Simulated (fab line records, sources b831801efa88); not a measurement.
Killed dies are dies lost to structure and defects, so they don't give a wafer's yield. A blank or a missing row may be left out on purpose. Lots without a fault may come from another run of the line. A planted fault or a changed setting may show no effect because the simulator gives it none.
fab line records | flow sky130
record lots=13 wafers=39 last_day=50
route steps=708 shown VIA4@659 METAL5@675 PASSIVATION@681 PAD_OPEN@708
lots that met no fault: from a run of the same line without faults
start_h: hours from the record's first day to the start of the lot's first wafer shown | wait_h: hours since the lot's step before | " the same as in the row above | L1.1+2: a row that stands for several wafers | - no value, or no start given | * or withheld: withheld | < > ~ a bound
route shown NAME@n: a module of which the file shows steps, and the number in the route of the first | usual: mean/standard deviation of fault-free wafers | same: alike in all rows | chamber/n: place in a boat | sites: the reading at each site | _std_site: their standard deviation | _edge_site: outer sites' mean less inner sites' | radius_mm: how far each site lies from the wafer's centre | mask NAME#n: copy n | behind: the tool/chamber that last shaped the wafer | hold: why the lot was held/for how many hours/how that ended | device: the transistor (n, p or np) that didn't switch | end of line: the same wafers' tests at the end of the route | a step without rows: its recipe alone | killed: dies lost to structure and defects at the first sort, not the wafer's yield | map: a wafer's dies, x killed, . not, _ none there
set.NAME: the setting as run; set.NAME@STEP: as run at that earlier step | model.NAME: the simulator's own value behind a step, which no gauge read
steps of the route over a sample of lots; a table a step, a row a wafer
services: from which hour (start_h, from the record's first day; less than 0 if before it) a tool's chamber was out of use, for how many hours, and why
## steps
# step SKY_VIA4_THK_MEAS_20
# recipe thk_meas_gauge=xrf reads=W_of_VIA4_CVD_18
# usual VIA4_W_THK=511/6.4
# columns lot.wafer tool chamber start_h wait_h VIA4_W_THK[nm]
L835.1 film_metro-04 - 998.87 0.1 505
L835.4 " - " " 498
L835.5 " - " " 501
L837.2 film_metro-02 - 1020.04 0.1 516
L837.5 " - " " 516
L837.6 " - " " 514
L838.1 film_metro-02 - 1025.89 0.1 520
L838.2 " - " " 519
L838.3 " - " " 519
L840.1 film_metro-02 - 1033.57 0.1 515
L840.3 " - " " 511
L840.6 " - " " 508
L841.3 film_metro-03 - 1050.07 0.1 510
L841.5 " - " " 509
L841.6 " - " " 510
L842.1 film_metro-03 - 1057.55 0.1 516
L842.2 " - " " 505
L842.5 " - " " 518
L843.3 film_metro-03 - 1059.33 0.1 502
L843.4 " - " " 511
L843.5 " - " " 507
L851.1 film_metro-04 - 1106.67 0.1 504
L851.4 " - " " 508
L851.5 " - " " 507
L853.1 film_metro-04 - 1114.47 0.1 506
L853.4 " - " " 504
L853.6 " - " " 507
L854.2 film_metro-03 - 1120.46 0.1 511
L854.3 " - " " 508
L854.6 " - " " 512
L855.1 film_metro-03 - 1127.67 0.1 499
L855.2 " - " " 510
L855.3 " - " " 514
L857.2 film_metro-02 - 1137.94 0.1 514
L857.3 " - " " 517
L857.4 " - " " 521
L858.1 film_metro-04 - 1140.09 0.1 503
L858.3 " - " " 513
L858.4 " - " " 508
# step SKY_METAL5_DESCUM_14
# recipe chemistry=O2 source_power_w=150 bias_power_w=0 pressure_mtorr=10 temp_c=40 time_s=11
# usual drypump_motor_current_A=5.8/0.52 oes_product_au=1.003/0.0078
# same time_s=11
# columns lot.wafer tool chamber start_h wait_h drypump_motor_current_A oes_product_au rf_hours_counter_h
L835.1 rie_metal-03 0 1022.61 0.1 5.5 0.993 18
L835.4 " 0 " " 5.5 0.995 -
L835.5 " 0 " " 5.5 0.999 -
L837.2 rie_metal-02 0 1042.90 0.1 6.2 1.007 19
L837.5 " 0 " " 6.2 0.996 -
L837.6 " 1 " " 5.8 1.020 -
L838.1 rie_metal-02 0 1048.71 0.1 6.2 1.007 20
L838.2 " 1 " " 5.8 1.002 15
L838.3 " 1 " " 5.8 1.001 -
L840.1 rie_metal-03 1 1056.11 0.1 6.4 0.998 16
L840.3 " 1 " " 6.5 1.001 -
L840.6 " 1 " " 6.5 1.002 -
L841.3 rie_metal-01 0 1071.89 0.1 4.9 1.002 -
L841.5 " 0 " " 4.9 1.011 -
L841.6 " 0 " " 4.9 1.005 -
L842.1 rie_metal-03 1 1078.75 0.1 6.4 0.997 18
L842.2 " 0 " " 5.5 1.005 21
L842.5 " 1 " " 6.4 0.999 -
L843.3 rie_metal-03 1 1080.07 0.1 6.4 1.008 -
L843.4 " 0 " " 5.5 0.997 -
L843.5 " 1 " " 6.4 1.008 -
L851.1 rie_metal-03 1 1126.16 0.1 6.4 1.002 23
L851.4 " 1 " " 6.4 0.997 -
L851.5 " 1 " " 6.4 1.014 -
L853.1 rie_metal-02 1 1134.51 0.1 5.8 1.008 21
L853.4 " 1 " " 5.8 1.008 -
L853.6 " 1 " " 5.8 1.011 -
L854.2 rie_metal-03 1 1140.05 0.1 6.4 0.995 24
L854.3 " 1 " " 6.5 0.986 -
L854.6 " 1 " " 6.5 0.997 -
L855.1 rie_metal-01 0 1146.45 0.1 4.9 0.986 26
L855.2 " 1 " " 5.4 1.001 4
L855.3 " 0 " " 4.9 1.009 -
L857.2 rie_metal-02 1 1156.57 0.1 5.8 1.006 23
L857.3 " 1 " " 5.8 0.998 -
L857.4 " 0 " " 6.2 0.992 -
L858.1 rie_metal-03 1 1158.26 0.1 6.4 1.013 26
L858.3 " 0 " " 5.5 1.004 -
L858.4 " 1 " " 6.4 1.008 -
# step SKY_PASSIVATION_CVD_00
# recipe material=SiO2 target_thk_nm=90 temp_c=400 time_s=withheld rf_w=600
# usual heater_power_outer_w=401/64 heater_power_w=664/93
# columns lot.wafer tool chamber start_h wait_h heater_power_outer_w heater_power_w
L835.1 pecvd-03 0 1023.50 0.0 351 578
L835.4 " 2 " " 325 539
L835.5 " 0 " " 354 583
L837.2 pecvd-04 2 1043.90 0.0 414 695
L837.5 " 2 " " 424 703
L837.6 " 0 " " 393 694
L838.1 pecvd-04 1 1049.66 0.0 385 649
L838.2 " 2 " " 442 726
L838.3 " 0 " " 414 738
L840.1 pecvd-04 0 1056.97 0.0 355 647
L840.3 " 1 " " 374 633
L840.6 " 2 " " 440 706
L841.3 pecvd-03 1 1073.00 0.0 497 785
L841.5 " 2 " " 346 551
L841.6 " 0 " " 341 566
L842.1 pecvd-04 1 1079.61 0.0 406 696
L842.2 " 2 " " 429 701
L842.5 " 0 " " 408 701
L843.3 pecvd-04 0 1080.92 0.0 374 659
L843.4 " 0 " " 375 656
L843.5 " 1 " " 413 685
L851.1 pecvd-03 1 1127.32 0.0 520 815
L851.4 " 0 " " 385 647
L851.5 " 1 " " 524 825
L853.1 pecvd-04 2 1135.38 0.0 494 769
L853.4 " 0 " " 394 701
L853.6 " 1 " " 393 663
L854.2 pecvd-04 0 1140.91 0.0 362 647
L854.3 " 2 " " 527 826
L854.6 " 2 " " 386 655
L855.1 pecvd-03 1 1147.35 0.0 458 707
L855.2 " 0 " " 383 630
L855.3 " 2 " " 280 453
L857.2 pecvd-04 1 1157.43 0.0 423 691
L857.3 " 0 " " 310 600
L857.4 " 2 " " 473 760
L858.1 pecvd-01 1 1159.12 0.0 286 576
L858.3 " 0 " " 290 494
L858.4 " 0 " " 288 507
# step SKY_PASSIVATION_THK_MEAS_03
# recipe reads=Si3N4_of_PASSIVATION_CVD_02
# usual PASSIVATION_CVD_02_THK=539/6.5
# columns lot.wafer tool chamber start_h wait_h PASSIVATION_CVD_02_THK[nm]
L835.1 film_metro-04 - 1023.81 - 527
L835.4 " - " " 528
L835.5 " - " " 526
L837.2 film_metro-04 - 1044.33 - 540
L837.5 " - " " 545
L837.6 " - " " 545
L838.1 film_metro-04 - 1049.97 - 539
L838.2 " - " " 536
L838.3 " - " " 536
L840.1 film_metro-02 - 1057.28 - 536
L840.3 " - " " 536
L840.6 " - " " 542
L841.3 film_metro-01 - 1073.33 - 538
L841.5 " - " " 542
L841.6 " - " " 538
L842.1 film_metro-04 - 1079.92 - 547
L842.2 " - " " 544
L842.5 " - " " 553
L843.3 film_metro-04 - 1081.25 - 544
L843.4 " - " " 546
L843.5 " - " " 550
L851.1 film_metro-01 - 1127.63 - 529
L851.4 " - " " 544
L851.5 " - " " 538
L853.1 film_metro-04 - 1135.68 - 532
L853.4 " - " " 547
L853.6 " - " " 543
L854.2 film_metro-02 - 1141.23 - 538
L854.3 " - " " 548
L854.6 " - " " 551
L855.1 film_metro-02 - 1147.65 - 532
L855.2 " - " " 536
L855.3 " - " " 537
L857.2 film_metro-04 - 1157.74 - 537
L857.3 " - " " 538
L857.4 " - " " 545
L858.1 film_metro-01 - 1159.43 - 533
L858.3 " - " " 532
L858.4 " - " " 536
# step SKY_PAD_OPEN_PROBE_99
# usual defect_limited_yield=82.6/1.9 killed_at_M0_to_M3=43/6.9 killed_at_M4_up=3.2/2 killed_at_contacts=25/5.1 killed_at_front_end=15/4.5 killed_at_other=0.2/0.51 killed_dies=85/9.5 killed_open=48/6.9 killed_short=38/6.7 sort_bin_3_pad_short=0.8/0.4 sort_bin_5_function=10.2/1.6 sort_bin_6_memory=6.4/1.1 sort_n_pass=407/9.5 sort_yield_pct=82.6/1.9
# same gross_dies=492 killed_at_back_side=0 sort_bin_4_leakage[%]=0 sort_bin_8_speed[%]=0
# columns lot.wafer tool chamber start_h wait_h defect_limited_yield[%] killed_at_M0_to_M3 killed_at_M4_up killed_at_contacts killed_at_front_end killed_at_other killed_dies killed_open killed_short sort_bin_3_pad_short[%] sort_bin_5_function[%] sort_bin_6_memory[%] sort_n_pass sort_yield_pct[%]
L835.1 prober-02 - 1070.15 0.1 85.4 43 1 17 11 0 72 41 31 0.6 8.5 5.5 420 85.4
L835.4 prober-02 - 1070.30 0.2 80.5 45 1 28 22 0 96 47 49 0.6 10.4 8.5 396 80.5
L835.5 prober-02 - 1070.35 0.2 81.3 46 2 31 13 0 92 54 38 0.6 11.2 6.9 400 81.3
L840.1 prober-01 - 1101.39 0.1 74.8 39 3 27 11 44 124 55 25 1.6 14.2 9.3 368 74.8
L840.3 prober-01 - 1101.49 0.2 82.9 37 4 26 17 0 84 55 29 0.8 8.5 7.7 408 82.9
L840.6 prober-01 - 1101.64 0.2 81.9 38 1 29 21 0 89 50 39 1.0 10.4 6.7 403 81.9
L841.3 prober-02 - 1117.76 0.2 81.7 48 5 19 17 1 90 48 42 0.8 11.4 6.1 402 81.7
L841.5 prober-02 - 1117.86 0.2 83.1 38 3 30 12 0 83 43 40 1.2 9.1 6.5 409 83.1
L842.1 prober-01 - 1123.01 0.1 82.7 46 1 23 15 0 85 49 36 1.2 7.7 8.3 407 82.7
L842.2 prober-01 - 1123.06 0.1 82.5 40 3 28 15 0 86 44 42 1.2 10.4 5.9 406 82.5
L842.5 prober-01 - 1123.21 0.2 78.0 26 4 16 12 50 108 32 26 2.2 13.6 6.1 384 78.0
L843.3 prober-02 - 1124.15 0.2 77.4 36 0 13 18 44 111 40 27 1.8 13.4 7.3 381 77.4
L843.4 prober-02 - 1124.20 0.2 74.6 42 3 22 13 45 125 43 37 2.2 16.5 6.7 367 74.6
L843.5 prober-02 - 1124.25 0.2 80.9 51 3 25 15 0 94 58 36 0.2 12.2 6.7 398 80.9
L857.2 prober-02 - 1192.85 0.1 78.5 55 7 27 16 1 106 54 52 0.6 12.6 8.3 386 78.5
L857.3 prober-02 - 1192.90 0.2 82.3 36 2 31 18 0 87 43 44 0.6 10.8 6.3 405 82.3
L857.4 prober-02 - 1192.95 0.2 82.1 46 1 30 11 0 88 54 34 1.2 12.0 4.7 404 82.1
# killed by level:class
L835.1 VIA1:geometric_particle:open=14 LI_CONTACT:geometric_particle:open=6 METAL2:geometric_particle:short=6 VIA2:geometric_particle:open=6 CONTACT:geometric_particle:open=5 METAL1:geometric_particle:short=5 FIELD_ISO:geometric_particle:short=3 LOCAL_INTERCONNECT:geometric_particle:short=3
L835.4 CONTACT:geometric_particle:open=9 FIELD_ISO:geometric_particle:open=8 VIA1:geometric_particle:open=7 LI_CONTACT:geometric_particle:open=6 LOCAL_INTERCONNECT:geometric_particle:short=6 CONTACT:geometric_particle:short=6 VIA1:geometric_particle:short=6 VIA3:geometric_particle:open=6
L835.5 VIA1:geometric_particle:open=13 LI_CONTACT:geometric_particle:open=11 VIA3:geometric_particle:open=10 CONTACT:geometric_particle:open=6 LOCAL_INTERCONNECT:geometric_particle:short=5 VIA1:geometric_particle:short=5 METAL2:geometric_particle:short=5 CONTACT:geometric_particle:short=4
L840.1 PASSIVATION:unspecified=44 VIA1:geometric_particle:open=14 CONTACT:geometric_particle:open=10 LI_CONTACT:geometric_particle:open=9 VIA2:geometric_particle:open=8 VIA3:geometric_particle:open=5 POLY_GATE:geometric_particle:short=4 LOCAL_INTERCONNECT:geometric_particle:short=4
L840.3 CONTACT:geometric_particle:open=10 VIA1:geometric_particle:open=10 VIA2:geometric_particle:open=10 POLY_GATE:geometric_particle:short=6 LI_CONTACT:geometric_particle:open=6 VIA3:geometric_particle:open=6 METAL1:geometric_particle:short=5 FIELD_ISO:geometric_particle:open=4
L840.6 CONTACT:geometric_particle:open=12 VIA1:geometric_particle:open=9 LI_CONTACT:geometric_particle:open=7 FIELD_ISO:geometric_particle:short=5 POLY_GATE:geometric_particle:open=5 LOCAL_INTERCONNECT:geometric_particle:short=5 VIA1:geometric_particle:short=5 METAL1:geometric_particle:short=4
L841.3 VIA1:geometric_particle:open=10 CONTACT:geometric_particle:open=9 FIELD_ISO:geometric_particle:short=7 VIA2:geometric_particle:open=7 LI_CONTACT:geometric_particle:open=6 METAL1:geometric_particle:short=6 VIA2:geometric_particle:short=6 POLY_GATE:geometric_particle:open=4
L841.5 CONTACT:geometric_particle:open=9 METAL2:geometric_particle:short=7 LI_CONTACT:geometric_particle:short=6 VIA1:geometric_particle:open=6 FIELD_ISO:geometric_particle:open=5 LI_CONTACT:geometric_particle:open=5 CONTACT:geometric_particle:short=5 VIA3:geometric_particle:open=5
L842.1 VIA1:geometric_particle:open=19 CONTACT:geometric_particle:open=7 LI_CONTACT:geometric_particle:short=6 LI_CONTACT:geometric_particle:open=6 FIELD_ISO:geometric_particle:short=5 VIA3:geometric_particle:open=5 METAL1:geometric_particle:short=3 VIA1:geometric_particle:short=3
L842.2 CONTACT:geometric_particle:open=10 VIA1:geometric_particle:open=10 FIELD_ISO:geometric_particle:short=6 LI_CONTACT:geometric_particle:open=6 METAL2:geometric_particle:short=6 CONTACT:geometric_particle:short=5 VIA3:geometric_particle:open=5 FIELD_ISO:geometric_particle:open=4
L842.5 PASSIVATION:unspecified=50 CONTACT:geometric_particle:open=6 VIA1:geometric_particle:open=6 LI_CONTACT:geometric_particle:open=4 METAL1:geometric_particle:short=3 LI_CONTACT:geometric_particle:short=3 METAL4:geometric_particle:short=3 VIA2:geometric_particle:open=3
L843.3 PASSIVATION:unspecified=44 VIA1:geometric_particle:open=10 FIELD_ISO:geometric_particle:open=9 METAL1:geometric_particle:short=7 CONTACT:geometric_particle:open=6 FIELD_ISO:geometric_particle:short=4 VIA1:geometric_particle:short=4 METAL2:geometric_particle:short=4
L843.4 PASSIVATION:unspecified=45 VIA1:geometric_particle:open=12 CONTACT:geometric_particle:open=7 VIA2:geometric_particle:open=7 LI_CONTACT:geometric_particle:open=5 METAL2:geometric_particle:short=5 LOCAL_INTERCONNECT:geometric_particle:short=5 POLY_GATE:geometric_particle:open=4
L843.5 VIA1:geometric_particle:open=12 VIA3:geometric_particle:open=10 LI_CONTACT:geometric_particle:open=8 VIA2:geometric_particle:open=7 CONTACT:geometric_particle:open=6 CONTACT:geometric_particle:short=5 METAL2:geometric_particle:short=5 METAL1:geometric_particle:short=5
L857.2 VIA1:geometric_particle:open=14 VIA1:geometric_particle:short=8 VIA3:geometric_particle:open=8 LI_CONTACT:geometric_particle:open=7 CONTACT:geometric_particle:open=6 CONTACT:geometric_particle:short=6 METAL4:geometric_particle:short=6 FIELD_ISO:geometric_particle:short=5
L857.3 VIA1:geometric_particle:open=9 LI_CONTACT:geometric_particle:open=8 FIELD_ISO:geometric_particle:short=7 VIA3:geometric_particle:open=6 LOCAL_INTERCONNECT:geometric_particle:short=6 CONTACT:geometric_particle:open=6 POLY_GATE:geometric_particle:short=5 LI_CONTACT:geometric_particle:short=5
L857.4 VIA3:geometric_particle:open=13 CONTACT:geometric_particle:open=10 LI_CONTACT:geometric_particle:open=8 VIA1:geometric_particle:open=8 VIA2:geometric_particle:open=5 VIA1:geometric_particle:short=5 LI_CONTACT:geometric_particle:short=4 LOCAL_INTERCONNECT:geometric_particle:short=4
## services
# columns tool chamber start_h hours kind
pecvd-01 2 1016.15 2.1 scheduled_down
pecvd-01 2 1040.39 5.5 scheduled_down
rie_metal-01 1 1060.67 - clean
rie_metal-01 1 1060.67 18.9 scheduled_down
rie_metal-01 1 1060.67 18.9 vent_cycle
pecvd-01 0 1064.36 16.5 scheduled_down
pecvd-04 2 1066.42 2.1 scheduled_down
pecvd-03 0 1101.63 5.5 scheduled_down
rie_metal-03 0 1108.75 - clean
rie_metal-03 0 1108.75 17.5 scheduled_down
rie_metal-03 0 1108.75 17.5 vent_cycle
pecvd-01 - 1116.22 14.6 pm
rie_metal-01 - 1126.16 1.0 repair
pecvd-03 - 1137.42 0.5 repair
pecvd-03 0 1144.71 2.1 scheduled_down
rie_metal-02 1 1149.17 1.5 repair
rie_metal-03 0 1155.75 2.0 repair
## key
first_sign step=SKY_PAD_OPEN_PROBE_99 reading=killed_at_other direction=up sigmas=46 usual=0.2 struck=45.8
effect step=SKY_PAD_OPEN_PROBE_99 reading=defect_limited_yield direction=down sigmas=3.3 usual=82.6 struck=76.2
met_at SKY_PASSIVATION_CVD_00
struck_lots L840,L842,L843
struck_wafers L840.1,L842.5,L843.3,L843.4
not_acting_at SKY_VIA4_THK_MEAS_20,SKY_METAL5_DESCUM_14,SKY_PASSIVATION_THK_MEAS_03
onset_between 1049.66 1056.97
fault kind=chamber_particle_source tool=pecvd-04 chamber=0 onset_h=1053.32 steps=SKY_PASSIVATION_CVD_00 rate_per_visit_cm2=0.48793 end_h=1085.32
